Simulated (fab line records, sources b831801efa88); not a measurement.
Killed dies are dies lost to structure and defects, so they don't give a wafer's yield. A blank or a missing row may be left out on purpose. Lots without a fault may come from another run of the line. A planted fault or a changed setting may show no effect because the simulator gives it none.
fab line records | flow sky130
record lots=6 wafers=18 last_day=49
route steps=708 shown VIA3@588 METAL4@598 CAP2M@603 PAD_OPEN@708
lots that met no fault: from a run of the same line without faults
start_h: hours from the record's first day to the start of the lot's first wafer shown | wait_h: hours since the lot's step before | " the same as in the row above | L1.1+2: a row that stands for several wafers | - no value, or no start given | * or withheld: withheld | < > ~ a bound
route shown NAME@n: a module of which the file shows steps, and the number in the route of the first | usual: mean/standard deviation of fault-free wafers | same: alike in all rows | chamber/n: place in a boat | sites: the reading at each site | _std_site: their standard deviation | _edge_site: outer sites' mean less inner sites' | radius_mm: how far each site lies from the wafer's centre | mask NAME#n: copy n | behind: the tool/chamber that last shaped the wafer | hold: why the lot was held/for how many hours/how that ended | device: the transistor (n, p or np) that didn't switch | end of line: the same wafers' tests at the end of the route | a step without rows: its recipe alone | killed: dies lost to structure and defects at the first sort, not the wafer's yield | map: a wafer's dies, x killed, . not, _ none there
set.NAME: the setting as run; set.NAME@STEP: as run at that earlier step | model.NAME: the simulator's own value behind a step, which no gauge read
lots at some steps of the route; a table a step, a row a wafer
services: from which hour (start_h, from the record's first day; less than 0 if before it) a tool's chamber was out of use, for how many hours, and why
## steps
# step SKY_VIA3_ETCH_15
# recipe target=SiO2 chemistry=C4F8/O2/Ar target_depth_nm=507 stop_on=TiN mask_material=KrF-thick source_w=1500 bias_w=1200 pressure_mtorr=40 c4f8_flow_sccm=withheld O2_flow_sccm=6 Ar_flow_sccm=300 time_s=78
# step SKY_VIA3_STRIP_16
# recipe chemistry=O2/N2 power_w=1400 pressure_mtorr=1500 platen_temp_c=withheld o2_flow_sccm=3000 n2_flow_sccm=300 overash_fraction=0.5
# usual drypump_motor_current_A=5.4/0.49 oes_product_au=0.403/0.0054 strip_time_to_endpoint_s=4.133/0.03
# columns lot.wafer tool chamber start_h wait_h drypump_motor_current_A oes_product_au rf_hours_counter_h strip_time_to_endpoint_s
L376.4 plasma_asher-01 1 943.81 0.1 6.0 0.403 - 4.144
L376.5 " 0 " " 6.2 0.406 - 4.070
L376.6 " 1 " " 6.0 0.396 - 4.137
L379.3 plasma_asher-02 1 949.57 0.1 5.0 0.405 - 4.088
L379.5 " 1 " " 5.0 0.397 - 4.138
L379.6 " 0 " " 4.8 0.410 - 4.116
L386.3 plasma_asher-01 1 1013.81 0.1 6.1 0.405 - 4.136
L386.4 " 0 " " 6.2 0.401 - 4.144
L386.5 " 0 " " 6.2 0.406 - 4.155
L387.1 plasma_asher-01 1 1017.83 0.0 6.0 0.401 25 4.114
L387.2 " 0 " " 6.2 0.402 25 4.137
L387.6 " 1 " " 6.0 0.400 - 4.155
L391.1 plasma_asher-01 1 1039.98 0.0 6.1 0.401 28 4.140
L391.2 " 0 " " 6.2 0.396 28 4.128
L391.3 " 0 " " 6.2 0.394 - 4.099
L392.1 plasma_asher-02 0 1043.53 0.0 4.8 0.392 124 4.116
L392.3 " 1 " " 5.0 0.406 - 4.149
L392.5 " 0 " " 4.8 0.391 - 4.116
# step SKY_VIA3_STRIP_17
# recipe chemistry=post_etch_residue_remover time_s=1200 temp_c=72.5
# step SKY_VIA3_CLEAN_18
# recipe chemistry=IPA time_s=180 temp_c=25
# step SKY_VIA3_CLEAN_19
# recipe chemistry=O3/DIW dry=n2_spin
# step SKY_VIA3_SPUTTER_20
# recipe material=TiN target_thk_nm=20 chamber_pressure_pa=5 power_w=4000 time_s=80
# usual throttle_valve_pct=30.7/1.1
# columns lot.wafer tool chamber start_h wait_h throttle_valve_pct
L376.4 pvd_sputter-01 - 944.37 0.0 30.8
L376.5 " - " " 30.9
L376.6 " - " " 30.3
L379.3 pvd_sputter-02 - 950.13 0.0 29.4
L379.5 " - " " 29.7
L379.6 " - " " 29.5
L386.3 pvd_sputter-04 - 1014.41 0.0 29.5
L386.4 " - " " 31.7
L386.5 " - " " 29.5
L387.1 pvd_sputter-01 - 1018.43 0.0 30.4
L387.2 " - " " 30.9
L387.6 " - " " 31.9
L391.1 pvd_sputter-04 - 1040.57 0.0 31.7
L391.2 " - " " 31.2
L391.3 " - " " 29.4
L392.1 pvd_sputter-04 - 1044.12 0.0 29.5
L392.3 " - " " 31.3
L392.5 " - " " 29.2
# step SKY_VIA3_CVD_21
# recipe material=W target_thk_nm=390 time_s=117.31 temp_c=400 pressure_torr=40
# step SKY_VIA3_RS_MEAS_22
# recipe thk_meas_gauge=four-point-probe reads=W_of_VIA3_CVD_21+TiN_of_VIA3_SPUTTER_20
# usual VIA3_W_RS=0.296/0.0031
# columns lot.wafer tool chamber start_h wait_h VIA3_W_RS[ohm/sq]
L376.4 film_metro-03 - 944.61 0.1 0.302
L376.5 " - " " 0.301
L376.6 " - " " 0.302
L379.3 film_metro-03 - 950.35 0.1 0.296
L379.5 " - " " 0.296
L379.6 " - " " 0.299
L386.3 film_metro-03 - 1014.63 0.1 0.302
L386.4 " - " " 0.297
L386.5 " - " " 0.299
L387.1 film_metro-03 - 1018.62 0.1 0.297
L387.2 " - " " 0.293
L387.6 " - " " 0.297
L391.1 film_metro-03 - 1040.75 0.1 0.299
L391.2 " - " " 0.295
L391.3 " - " " 0.297
L392.1 film_metro-03 - 1044.30 0.1 0.296
L392.3 " - " " 0.293
L392.5 " - " " 0.296
# step SKY_VIA3_THK_MEAS_23
# recipe thk_meas_gauge=xrf reads=W_of_VIA3_CVD_21
# usual VIA3_W_THK=392/4.9
# columns lot.wafer tool chamber start_h wait_h VIA3_W_THK[nm]
L376.4 film_metro-03 - 944.70 0.1 387
L376.5 " - " " 388
L376.6 " - " " 386
L379.3 film_metro-03 - 950.45 0.1 394
L379.5 " - " " 392
L379.6 " - " " 390
L386.3 film_metro-03 - 1014.73 0.1 384
L386.4 " - " " 392
L386.5 " - " " 387
L387.1 film_metro-03 - 1018.74 0.1 390
L387.2 " - " " 398
L387.6 " - " " 393
L391.1 film_metro-03 - 1040.87 0.1 390
L391.2 " - " " 393
L391.3 " - " " 390
L392.1 film_metro-03 - 1044.42 0.1 390
L392.3 " - " " 398
L392.5 " - " " 391
# step SKY_VIA3_CMP_24
# recipe stop_on=SiO2 t_overpolish_s=20 down_force_psi=3.5 platen_rpm=58.83 target_thk_nm=0 pad_velocity_m_s=0.94248
# step SKY_METAL4_SPUTTER_00
# recipe material=Ti target_thk_nm=15 power_w=3000 time_s=10 chamber_pressure_pa=0.4
# step SKY_METAL4_SPUTTER_01
# recipe material=TiN target_thk_nm=20 power_w=6500 time_s=16.7 chamber_pressure_pa=0.4
# step SKY_METAL4_SPUTTER_02
# recipe material=AlCu target_thk_nm=735 power_w=10600 time_s=39.1 chamber_pressure_pa=0.4
# usual throttle_valve_pct=30.7/0.8
# columns lot.wafer tool chamber start_h wait_h throttle_valve_pct
L376.4 pvd_sputter-01 - 945.08 0.0 31.7
L376.5 " - " " 31.0
L376.6 " - " " 30.4
L379.3 pvd_sputter-01 - 950.84 0.0 30.9
L379.5 " - " " 31.6
L379.6 " - " " 30.8
L386.3 pvd_sputter-01 - 1015.12 0.0 30.8
L386.4 " - " " 31.8
L386.5 " - " " 31.4
L387.1 pvd_sputter-04 - 1019.14 0.0 31.2
L387.2 " - " " 31.6
L387.6 " - " " 31.8
L391.1 pvd_sputter-04 - 1041.28 0.0 31.6
L391.2 " - " " 31.2
L391.3 " - " " 31.7
L392.1 pvd_sputter-04 - 1044.85 0.0 29.3
L392.3 " - " " 31.7
L392.5 " - " " 31.5
# step SKY_METAL4_SPUTTER_03
# recipe material=Ti target_thk_nm=5 power_w=3000 time_s=3.3 chamber_pressure_pa=0.4
# step SKY_METAL4_SPUTTER_04
# recipe material=TiN target_thk_nm=70 power_w=6500 time_s=58.3 chamber_pressure_pa=0.4
# usual throttle_valve_pct=30.7/0.8
# columns lot.wafer tool chamber start_h wait_h throttle_valve_pct
L376.4 pvd_sputter-01 - 945.14 0.0 31.9
L376.5 " - " " 31.2
L376.6 " - " " 30.5
L379.3 pvd_sputter-01 - 950.90 0.0 30.7
L379.5 " - " " 31.9
L379.6 " - " " 31.2
L386.3 pvd_sputter-01 - 1015.18 0.0 31.2
L386.4 " - " " 31.5
L386.5 " - " " 31.6
L387.1 pvd_sputter-04 - 1019.20 0.0 31.5
L387.2 " - " " 31.5
L387.6 " - " " 31.6
L391.1 pvd_sputter-04 - 1041.34 0.0 31.7
L391.2 " - " " 31.2
L391.3 " - " " 31.5
L392.1 pvd_sputter-04 - 1044.91 0.0 29.5
L392.3 " - " " 31.3
L392.5 " - " " 31.4
# step SKY_CAP2M_CVD_00
# recipe material=SiO2 target_thk_nm=15.5 temp_c=400 time_s=withheld rf_w=450
# usual heater_power_w=688/95
# columns lot.wafer tool chamber start_h wait_h heater_power_w
L376.4 pecvd-04 2 945.20 0.0 602
L376.5 " 0 " " 814
L376.6 " 1 " " 681
L379.3 pecvd-01 2 950.95 0.0 810
L379.5 " 2 " " 801
L379.6 " 1 " " 496
L386.3 pecvd-02 0 1015.22 0.0 731
L386.4 " 1 " " 757
L386.5 " 2 " " 704
L387.1 pecvd-02 1 1019.25 0.0 775
L387.2 " 0 " " 759
L387.6 " 0 " " 756
L391.1 pecvd-04 1 1041.39 0.0 657
L391.2 " 2 " " 589
L391.3 " 0 " " 779
L392.1 pecvd-01 2 1044.96 0.0 782
L392.3 " 0 " " 704
L392.5 " 0 " " 697
# step SKY_CAP2M_THK_MEAS_01
# recipe reads=SiO2_of_CAP2M_CVD_00
# usual CAP2M_CVD_00_THK=15.46/0.24
# columns lot.wafer tool chamber start_h wait_h CAP2M_CVD_00_THK[nm]
L376.4 film_metro-02 - 945.26 - 15.68
L376.5 " - " " 15.41
L376.6 " - " " 15.81
L379.3 film_metro-04 - 950.99 - 15.50
L379.5 " - " " 15.58
L379.6 " - " " 15.76
L386.3 film_metro-02 - 1015.27 - 15.45
L386.4 " - " " 15.32
L386.5 " - " " 15.44
L387.1 film_metro-01 - 1019.27 - 14.93
L387.2 " - " " 15.05
L387.6 " - " " 15.72
L391.1 film_metro-01 - 1041.41 - 15.27
L391.2 " - " " 15.47
L391.3 " - " " 15.25
L392.1 film_metro-04 - 1044.98 - 15.20
L392.3 " - " " 15.44
L392.5 " - " " 15.83
# step SKY_CAP2M_SPUTTER_02
# recipe material=TiN target_thk_nm=200 temp_c=300 power_w=6500 time_s=166.7 chamber_pressure_pa=0.4
# step SKY_CAP2M_RS_MEAS_03
# recipe thk_meas_gauge=four-point-probe reads=TiN_of_CAP2M_SPUTTER_02
# usual CAP2M_TIN_RS=6.91/0.075
# columns lot.wafer tool chamber start_h wait_h CAP2M_TIN_RS[ohm/sq]
L376.4 film_metro-02 - 945.46 0.1 6.95
L376.5 " - " " 6.99
L376.6 " - " " 6.95
L379.3 film_metro-02 - 951.18 0.1 6.81
L379.5 " - " " 6.84
L379.6 " - " " 6.85
L386.3 film_metro-01 - 1015.46 0.1 6.98
L386.4 " - " " 7.02
L386.5 " - " " 7.04
L387.1 film_metro-02 - 1019.44 0.1 6.82
L387.2 " - " " 6.91
L387.6 " - " " 6.84
L391.1 film_metro-02 - 1041.58 0.1 6.82
L391.2 " - " " 6.89
L391.3 " - " " 6.85
L392.1 film_metro-04 - 1045.15 0.1 6.85
L392.3 " - " " 6.83
L392.5 " - " " 6.84
# step SKY_CAP2M_THK_MEAS_04
# recipe thk_meas_gauge=xrf reads=TiN_of_CAP2M_SPUTTER_02
# usual CAP2M_TIN_THK=196.1/2.2
# columns lot.wafer tool chamber start_h wait_h CAP2M_TIN_THK[nm]
L376.4 film_metro-02 - 945.55 0.1 195.3
L376.5 " - " " 192.9
L376.6 " - " " 194.6
L379.3 film_metro-02 - 951.28 0.1 198.7
L379.5 " - " " 197.0
L379.6 " - " " 196.5
L386.3 film_metro-01 - 1015.56 0.1 194.1
L386.4 " - " " 193.6
L386.5 " - " " 192.3
L387.1 film_metro-02 - 1019.56 0.1 197.8
L387.2 " - " " 195.3
L387.6 " - " " 196.4
L391.1 film_metro-02 - 1041.70 0.1 197.6
L391.2 " - " " 196.2
L391.3 " - " " 196.2
L392.1 film_metro-04 - 1045.27 0.1 199.3
L392.3 " - " " 200.0
L392.5 " - " " 199.1
# step SKY_CAP2M_DEHYDRATE_05
# recipe temp_c=200 time_s=60
# step SKY_CAP2M_HMDS_06
# recipe prime_time_s=60 prime_temp_c=120
# step SKY_CAP2M_COAT_07
# recipe resist=NOVOLAK spin_rpm=3000 resist_thk_nm=1140
# step SKY_CAP2M_SOFTBAKE_08
# recipe temp_c=90 time_s=60 resist=NOVOLAK
# step SKY_CAP2M_EXPOSE_09
# recipe mask_id=CAP2M na=0.6 source_shape=conventional sigma_outer=0.6 polarization=unpolarized target_cd_nm=1000 dose_mj=159
# step SKY_CAP2M_PEB_10
# recipe temp_c=withheld time_s=* resist=NOVOLAK
# step SKY_CAP2M_DEVELOP_11
# recipe resist=NOVOLAK developer=TMAH develop_time_s=60 dev_temp_c=23
# step SKY_CAP2M_OVL_MEAS_12
# usual CAP2M_OVL=-0.6/1
# columns lot.wafer tool chamber start_h wait_h CAP2M_OVL[nm]
L376.4 overlay-01 - 969.74 0.1 0.5
L376.5 " - " " -0.2
L376.6 " - " " -1.0
L379.3 overlay-02 - 974.97 0.1 1.4
L379.5 " - " " 1.1
L379.6 " - " " 1.1
L386.3 overlay-02 - 1037.68 0.1 -0.8
L386.4 " - " " -0.5
L386.5 " - " " -0.9
L387.1 overlay-01 - 1041.70 0.1 -0.5
L387.2 " - " " -0.6
L387.6 " - " " -1.5
L391.1 overlay-01 - 1063.43 0.1 -1.8
L391.2 " - " " -2.4
L391.3 " - " " -1.6
L392.1 overlay-01 - 1067.02 0.1 -1.3
L392.3 " - " " 0.3
L392.5 " - " " 1.1
# step SKY_CAP2M_METAL_ETCH_13
# recipe target_depth_nm=220 stop_on=SiO2 chemistry=Cl2/BCl3 target=TiN pressure_mtorr=10 icp_w=900 bias_w=48.5 Cl2_flow_sccm=60 bcl3_flow_sccm=30 time_s=62.9
# step SKY_CAP2M_STRIP_14
# recipe chemistry=O2/N2 power_w=1400 pressure_mtorr=1500 platen_temp_c=withheld o2_flow_sccm=3000 n2_flow_sccm=300 overash_fraction=0.5
# usual drypump_motor_current_A=5.5/0.54 oes_product_au=0.710/0.0046 strip_time_to_endpoint_s=12.65/0.034
# columns lot.wafer tool chamber start_h wait_h drypump_motor_current_A oes_product_au rf_hours_counter_h strip_time_to_endpoint_s
L376.4 plasma_asher-04 1 969.87 0.1 4.9 0.713 - 12.61
L376.5 " 0 " " 5.5 0.707 - 12.64
L376.6 " 1 " " 4.9 0.712 - 12.62
L379.3 plasma_asher-04 0 975.10 0.1 5.5 0.714 - 12.59
L379.5 " 1 " " 5.0 0.705 - 12.61
L379.6 " 0 " " 5.4 0.715 - 12.60
L386.3 plasma_asher-02 0 1037.82 0.1 4.8 0.708 - 12.68
L386.4 " 1 " " 5.0 0.700 - 12.69
L386.5 " 1 " " 5.0 0.712 - 12.63
L387.1 plasma_asher-01 1 1041.82 0.1 6.0 0.719 28 12.67
L387.2 " 0 " " 6.2 0.711 28 12.62
L387.6 " 1 " " 6.0 0.714 - 12.65
L391.1 plasma_asher-04 1 1063.55 0.1 5.0 0.707 94 12.64
L391.2 " 0 " " 5.4 0.714 94 12.63
L391.3 " 0 " " 5.4 0.708 - 12.65
L392.1 plasma_asher-04 1 1067.13 0.1 4.9 0.724 95 12.66
L392.3 " 1 " " 4.9 0.705 - 12.64
L392.5 " 1 " " 4.9 0.704 - 12.63
# step SKY_CAP2M_STRIP_15
# recipe chemistry=post_etch_residue_remover time_s=1200 temp_c=72.5
# step SKY_CAP2M_CLEAN_16
# recipe chemistry=IPA time_s=180 temp_c=25
# step SKY_CAP2M_CLEAN_17
# recipe chemistry=O3/DIW dry=n2_spin
# step SKY_METAL4_DEHYDRATE_05
# recipe temp_c=200 time_s=60
# step SKY_METAL4_HMDS_06
# recipe prime_time_s=60 prime_temp_c=120
# step SKY_METAL4_COAT_07
# recipe resist=BARC temp_c=withheld time_s=withheld spin_rpm=3000 resist_thk_nm=60
# step SKY_METAL4_COAT_08
# recipe resist=KrF-thick spin_rpm=3000 resist_thk_nm=1140
# step SKY_METAL4_SOFTBAKE_09
# recipe temp_c=100 time_s=90 resist=KrF-thick
# step SKY_METAL4_EXPOSE_10
# recipe mask_id=MM4 na=0.68 source_shape=annular sigma_inner=0.4 sigma_outer=0.8 target_cd_nm=300 dose_mj=28
# step SKY_METAL4_PEB_11
# recipe peb_temp_c=withheld peb_time_s=withheld resist=KrF-thick
# step SKY_METAL4_DEVELOP_12
# recipe develop_time_s=60 resist=KrF-thick dev_temp_c=21.79
# step SKY_METAL4_CD_MEAS_13
# recipe target_cd_nm=300
# usual cd_nm=300.0/1.5
# columns lot.wafer tool chamber start_h wait_h cd_nm
L376.4 cd_sem-02 - 993.68 - 300.5
L376.5 " - " " 298.0
L376.6 " - " " 299.7
L379.3 cd_sem-01 - 999.76 - 298.4
L379.5 " - " " 298.4
L379.6 " - " " 297.5
L386.3 cd_sem-01 - 1060.39 - 300.3
L386.4 " - " " 301.2
L386.5 " - " " 299.5
L387.1 cd_sem-01 - 1063.82 - 298.3
L387.2 " - " " 298.0
L387.6 " - " " 298.8
L391.1 cd_sem-01 - 1084.12 - 300.9
L391.2 " - " " 301.1
L391.3 " - " " 301.8
L392.1 cd_sem-02 - 1088.80 - 300.2
L392.3 " - " " 301.7
L392.5 " - " " 301.3
# step SKY_PAD_OPEN_PROBE_99
# usual defect_limited_yield=82.3/2 killed_at_M0_to_M3=43/7.1 killed_at_M4_up=3/1.7 killed_at_contacts=25/5.6 killed_at_front_end=16/4.1 killed_at_other=0.2/0.49 killed_dies=87/9.8 killed_on_rim=17/3.8 killed_open=47/7.6 killed_short=40/6.1 sort_bin_3_pad_short=0.9/0.44 sort_bin_5_function=10.5/1.6 sort_bin_6_memory=6.3/1 sort_n_pass=405/9.8 sort_yield_pct=82.3/2
# same gross_dies=492 killed_at_back_side=0 sort_bin_4_leakage[%]=0 sort_bin_8_speed[%]=0
# columns lot.wafer tool chamber start_h wait_h defect_limited_yield[%] killed_at_M0_to_M3 killed_at_M4_up killed_at_contacts killed_at_front_end killed_at_other killed_dies killed_on_rim killed_open killed_short sort_bin_3_pad_short[%] sort_bin_5_function[%] sort_bin_6_memory[%] sort_n_pass sort_yield_pct[%] model.etest.tester.sort_n_pass model.etest.tester.sort_yield_pct model.etest.tester.sort_bin_5_pct model.etest.tester.sort_bin_3_pct
L376.4 prober-02 - 1087.52 0.2 82.5 49 1 24 12 0 86 18 44 42 0.6 12.4 4.5 406 82.5 406 82.52 12.4 0.6098
L376.5 prober-02 - 1087.57 0.2 85.4 37 3 18 14 0 72 15 36 36 1.0 9.6 4.1 420 85.4 420 85.37 9.553 1.016
L376.6 prober-02 - 1087.62 0.2 82.5 53 2 17 14 0 86 16 34 52 1.0 9.6 6.9 406 82.5 406 82.52 9.553 1.016
L379.3 prober-01 - 1093.29 0.2 86.0 26 2 31 10 0 69 11 39 30 0 8.9 5.1 423 86.0 423 85.98 8.943 0
L379.5 prober-01 - 1093.39 0.2 85.2 35 2 18 18 0 73 13 43 30 0.6 8.9 5.3 419 85.2 419 85.16 8.943 0.6098
L379.6 prober-01 - 1093.44 0.2 81.1 47 0 31 15 0 93 20 48 45 1.2 11.4 6.3 399 81.1 399 81.1 11.38 1.22
L386.3 prober-02 - 1146.78 0.2 82.7 42 3 24 16 0 85 17 46 39 1.6 8.3 7.3 407 82.7 407 82.72 8.333 1.626
L386.4 prober-02 - 1146.83 0.2 84.6 42 3 19 12 0 76 13 42 34 0.8 8.5 6.1 416 84.6 416 84.55 8.537 0.813
L386.5 prober-02 - 1146.88 0.2 81.9 49 2 21 17 0 89 23 43 46 0.8 11.2 6.1 403 81.9 403 81.91 11.18 0.813
L387.1 prober-01 - 1148.57 0.1 81.7 46 4 22 18 0 90 11 40 50 1.4 9.3 7.5 402 81.7 402 81.71 9.35 1.423
L387.2 prober-01 - 1148.62 0.1 85.4 42 2 15 13 0 72 9 38 34 0.6 8.9 5.1 420 85.4 420 85.37 8.943 0.6098
L387.6 prober-01 - 1148.82 0.2 78.9 47 4 32 21 0 104 18 61 43 1.0 13.4 6.7 388 78.9 388 78.86 13.41 1.016
L391.1 prober-02 - 1167.54 0.1 76.2 42 37 27 11 0 117 31 50 30 3.3 15.4 5.1 375 76.2 375 76.22 15.45 3.252
L391.2 prober-02 - 1167.59 0.1 83.9 34 4 25 15 1 79 19 45 34 1.0 9.6 5.5 413 83.9 413 83.94 9.553 1.016
L391.3 prober-02 - 1167.64 0.2 83.5 44 0 24 13 0 81 20 37 44 0.8 8.7 6.9 411 83.5 411 83.54 8.74 0.813
L392.1 prober-01 - 1169.57 0.1 80.5 51 0 27 18 0 96 24 52 44 0.6 13.4 5.5 396 80.5 396 80.49 13.41 0.6098
L392.3 prober-01 - 1169.67 0.2 78.0 30 43 19 16 0 108 20 35 36 3.9 13.4 4.7 384 78.0 384 78.05 13.41 3.862
L392.5 prober-01 - 1169.77 0.2 72.2 57 41 21 18 0 137 33 51 48 4.3 16.3 7.3 355 72.2 355 72.15 16.26 4.268
# killed by level:class
L376.4 VIA1:geometric_particle:open=11 VIA2:geometric_particle:open=8 CONTACT:geometric_particle:open=8 METAL2:geometric_particle:short=8 VIA1:geometric_particle:short=7 VIA2:geometric_particle:short=5 VIA3:geometric_particle:open=4 LI_CONTACT:geometric_particle:short=4
L376.5 VIA1:geometric_particle:open=7 VIA3:geometric_particle:open=6 FIELD_ISO:geometric_particle:open=5 METAL1:geometric_particle:short=5 LI_CONTACT:geometric_particle:open=5 VIA1:geometric_particle:short=5 METAL2:geometric_particle:short=4 POLY_GATE:geometric_particle:open=4
L376.6 VIA1:geometric_particle:open=11 VIA2:geometric_particle:open=9 CONTACT:geometric_particle:short=9 VIA1:geometric_particle:short=8 FIELD_ISO:geometric_particle:short=6 VIA2:geometric_particle:short=6 METAL3:geometric_particle:short=6 FIELD_ISO:geometric_particle:open=3
L379.3 CONTACT:geometric_particle:open=10 VIA1:geometric_particle:open=8 LI_CONTACT:geometric_particle:open=7 CONTACT:geometric_particle:short=5 VIA2:geometric_particle:open=5 LOCAL_INTERCONNECT:geometric_particle:short=4 METAL1:geometric_particle:short=4 FIELD_ISO:geometric_particle:short=3
L379.5 LI_CONTACT:geometric_particle:open=10 VIA3:geometric_particle:open=7 VIA2:geometric_particle:open=6 POLY_GATE:geometric_particle:open=5 VIA1:geometric_particle:short=5 VIA1:geometric_particle:open=5 SPACER:geometric_particle:short=4 LOCAL_INTERCONNECT:geometric_particle:short=4
L379.6 VIA1:geometric_particle:open=11 CONTACT:geometric_particle:open=10 LI_CONTACT:geometric_particle:open=9 VIA1:geometric_particle:short=9 VIA3:geometric_particle:short=7 VIA3:geometric_particle:open=5 POLY_GATE:geometric_particle:short=4 POLY_GATE:geometric_particle:open=4
L386.3 CONTACT:geometric_particle:open=12 VIA1:geometric_particle:open=11 VIA2:geometric_particle:open=7 POLY_GATE:geometric_particle:short=6 VIA1:geometric_particle:short=6 METAL1:geometric_particle:short=5 FIELD_ISO:geometric_particle:short=4 LI_CONTACT:geometric_particle:open=4
L386.4 VIA1:geometric_particle:open=11 METAL1:geometric_particle:short=8 LI_CONTACT:geometric_particle:open=6 VIA2:geometric_particle:open=6 VIA3:geometric_particle:open=6 POLY_GATE:geometric_particle:short=5 CONTACT:geometric_particle:open=5 CONTACT:geometric_particle:short=4
L386.5 VIA1:geometric_particle:open=13 METAL2:geometric_particle:short=8 CONTACT:geometric_particle:open=7 VIA3:geometric_particle:open=6 METAL3:geometric_particle:short=6 VIA2:geometric_particle:open=6 FIELD_ISO:geometric_particle:short=5 POLY_GATE:geometric_particle:open=4
L387.1 VIA1:geometric_particle:open=11 VIA1:geometric_particle:short=8 LI_CONTACT:geometric_particle:open=7 METAL3:geometric_particle:short=6 LOCAL_INTERCONNECT:geometric_particle:short=5 CONTACT:geometric_particle:short=5 FIELD_ISO:geometric_particle:open=4 CONTACT:geometric_particle:open=4
L387.2 VIA2:geometric_particle:open=8 VIA1:geometric_particle:open=6 VIA1:geometric_particle:short=5 LI_CONTACT:geometric_particle:open=5 CONTACT:geometric_particle:open=5 METAL2:geometric_particle:short=5 FIELD_ISO:geometric_particle:short=4 POLY_GATE:geometric_particle:open=4
L387.6 VIA1:geometric_particle:open=11 CONTACT:geometric_particle:open=10 LI_CONTACT:geometric_particle:open=8 VIA2:geometric_particle:open=8 LOCAL_INTERCONNECT:geometric_particle:short=7 CONTACT:geometric_particle:short=6 VIA1:geometric_particle:short=6 FIELD_ISO:geometric_particle:open=5
L391.1 METAL4:unspecified=37 CONTACT:geometric_particle:open=13 VIA2:geometric_particle:open=10 VIA1:geometric_particle:open=10 LI_CONTACT:geometric_particle:open=8 VIA3:geometric_particle:short=5 POLY_GATE:geometric_particle:short=4 VIA3:geometric_particle:open=4
L391.2 CONTACT:geometric_particle:open=12 FIELD_ISO:geometric_particle:short=7 LI_CONTACT:geometric_particle:open=7 VIA3:geometric_particle:open=7 VIA2:geometric_particle:open=5 METAL1:geometric_particle:short=5 VIA1:geometric_particle:open=5 FIELD_ISO:geometric_particle:open=4
L391.3 VIA1:geometric_particle:open=11 LI_CONTACT:geometric_particle:open=10 VIA3:geometric_particle:open=6 FIELD_ISO:geometric_particle:short=5 CONTACT:geometric_particle:short=5 METAL1:geometric_particle:short=5 VIA1:geometric_particle:short=5 VIA2:geometric_particle:short=5
L392.1 VIA2:geometric_particle:open=10 CONTACT:geometric_particle:open=10 METAL1:geometric_particle:short=8 VIA1:geometric_particle:short=8 METAL2:geometric_particle:short=8 VIA3:geometric_particle:open=6 VIA1:geometric_particle:open=6 FIELD_ISO:geometric_particle:short=5
L392.3 METAL4:unspecified=37 VIA1:geometric_particle:open=7 VIA2:geometric_particle:open=6 CONTACT:geometric_particle:short=6 LI_CONTACT:geometric_particle:open=4 CONTACT:geometric_particle:open=4 METAL2:geometric_particle:short=4 VIA1:geometric_particle:short=4
L392.5 METAL4:unspecified=38 VIA2:geometric_particle:open=16 METAL1:geometric_particle:short=10 METAL2:geometric_particle:short=8 LI_CONTACT:geometric_particle:open=6 CONTACT:geometric_particle:open=6 VIA2:geometric_particle:short=5 FIELD_ISO:geometric_particle:open=4
# map L391.1 (x killed, . not)
__________..x...x..._________
________xxx...x...xxxx_______
______xxxxxxx......x...._____
_____xxxxxx........xx.xxx____
____xxxxxxx...x......x..x.___
___..xxx.xxx.........x....x__
__.x.x.xx...x.x............x_
_...x...xx....x...x....x....x
_...x..........x.............
_.x.......x..................
_.x..x.xx...........x..x..x..
_.xx.........x.xx....x..x.x..
_x...x.....x...x.x.x..x......
_x..................x.......x
_.........................x..
__.....x..x................._
___........x..xx..x.x......__
____.......x.....x........___
_____x.x...xx....xxxx....____
______x......x....x...x._____
________..x.....xx...._______
__________x.......x._________
# map L392.5 (x killed, . not)
__________xx....x..._________
________xxxx.xxx......_______
______xxxxxx..........x._____
_____xxxxxxx.......xx....____
____xxxxxxxx...xx.........___
___xxxxxxxx.x..x..x....x...__
__x..x.xxx....x..x.......x.._
_...x.x.x..x...xx.x.xx...x.x.
_....x.xxx.x...xx...........x
_.x.......x..x......x....x..x
_.x....xx............xx..x.x.
_x...xx.x..x.x....x......x..x
_.x.................x..x....x
_x....x...x..x.......x......x
_....x....xx...........x.....
__.x..xx....x....x.........._
___x...x..........xxx.x.xx.__
____......x.x.....xx......___
_____x..x................____
______.x.x..x....x.....x_____
________..x..........._______
__________x........._________
## services
# columns tool chamber start_h hours kind
plasma_asher-02 - 939.75 2.7 repair
pecvd-02 - 947.34 14.6 pm
pvd_sputter-04 0 958.13 - consumable_replace:kit
pvd_sputter-04 0 958.13 18.0 scheduled_down
pvd_sputter-04 0 958.13 18.0 vent_cycle
pecvd-02 - 961.94 2.8 pm
pvd_sputter-02 - 964.05 6.7 repair
plasma_asher-01 - 980.47 10.6 repair
pvd_sputter-02 - 985.63 2.1 repair
plasma_asher-02 - 994.81 2.2 repair
pecvd-04 1 1006.11 6.4 repair
plasma_asher-01 - 1011.62 2.0 repair
plasma_asher-02 - 1012.49 1.0 repair
pecvd-01 1 1033.51 10.9 repair
pvd_sputter-04 - 1035.10 1.0 repair
pecvd-02 - 1044.34 0.9 repair
pvd_sputter-01 0 1053.19 - consumable_replace:kit
pvd_sputter-01 0 1053.19 18.0 scheduled_down
pvd_sputter-01 0 1053.19 18.0 vent_cycle
plasma_asher-02 - 1055.25 9.0 pm
plasma_asher-02 0 1055.25 9.0 vent_cycle
plasma_asher-02 1 1055.25 9.0 vent_cycle
plasma_asher-02 0 1064.25 - clean
plasma_asher-02 1 1064.25 - clean
## key
first_sign step=SKY_PAD_OPEN_PROBE_99 reading=killed_at_M4_up direction=up sigmas=22 usual=3 struck=40.3
effect step=SKY_PAD_OPEN_PROBE_99 reading=sort_bin_3_pad_short direction=up sigmas=6.7 usual=0.9 struck=3.8
model_effect step=SKY_PAD_OPEN_PROBE_99 value=etest.tester.sort_n_pass without=401.3 struck=371.3
met_at SKY_METAL4_SPUTTER_02
struck_wafers L391.1,L392.3,L392.5
onset_between 1019.14 1041.28
fault kind=chamber_particle_source tool=pvd_sputter-04 chamber=- onset_h=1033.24 steps=SKY_METAL4_SPUTTER_02 rate_per_visit_cm2=1.1648 end_h=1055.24 scope=struck_wafers_only
